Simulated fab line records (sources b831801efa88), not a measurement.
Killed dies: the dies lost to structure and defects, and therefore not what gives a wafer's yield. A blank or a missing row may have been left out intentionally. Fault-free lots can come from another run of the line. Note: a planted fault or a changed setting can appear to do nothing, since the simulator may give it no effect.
Which of the tools did it? + flow sky130 + 33 wafers sampled from 11 lots at 1 step of a route of 708

== WHAT THE GAUGES SHOWED, per wafer ==
SKY_LI_CONTACT_CD_MEAS_12 targets a cd of 170 nm. Usual: 169.8 nm for cd_nm, sd 1.8.
| lot  | measured     | on        | cd_nm (nm)        | flag |
|------|--------------|-----------|-------------------|------|
| L592 | day 29 08:30 | cd_sem-02 | 170.0 172.3 171.7 |      |
| L591 | day 29 09:26 | cd_sem-02 | 170.4 171.8 170.7 |      |
| L595 | day 31 11:28 | cd_sem-02 | 167.4 167.9 166.9 |      |
| L596 | day 31 11:38 | cd_sem-01 | 167.9 169.0 168.2 |      |
| L603 | day 33 08:00 | cd_sem-02 | 171.0 171.2 171.4 |      |
| L604 | day 33 18:50 | cd_sem-02 | 166.4 166.2 167.0 |      |
| L605 | day 33 22:11 | cd_sem-02 | 167.3 169.4 167.8 |      |
| L606 | day 34 04:29 | cd_sem-01 | 171.1 171.3 169.6 |      |
| L609 | day 34 19:09 | cd_sem-02 | 173.5 174.0 173.3 |      |
| L611 | day 35 19:35 | cd_sem-02 | 170.6 169.2 170.3 |      |
| L610 | day 35 21:05 | cd_sem-02 | 168.3 167.6 169.4 |      |

== WHICH TOOL RAN EACH LOT (tool, then ch and the chambers of the sampled wafers, then the start) ==
Record: no process step prior to these readings.

== WHAT THE TOOLS THEMSELVES READ (means of the sampled wafers that have a number; where no wafer has one, the mark that the record gives instead) ==
The record holds no such reading with a usual standard deviation.

== THE ANSWER, worked out from the rows above alone ==
Rule: lot off if the mean of its wafers having a number is beyond 3 standard deviations from the usual mean. A lot without any number at a reading at which 4 lots or more have one is off too. All remaining lots with rows at the step are treated as sound. First the gauges in route order, then the tools' own readings, where a lot's mean is used as printed above. The first step at which some lot is off is used, and at that step the reading that is off furthest; a lot without a number counts as furthest.
No lot is off on any of the readings shown, so nothing can be concluded from this.

== WHAT THE SIMULATOR PUT IN ==
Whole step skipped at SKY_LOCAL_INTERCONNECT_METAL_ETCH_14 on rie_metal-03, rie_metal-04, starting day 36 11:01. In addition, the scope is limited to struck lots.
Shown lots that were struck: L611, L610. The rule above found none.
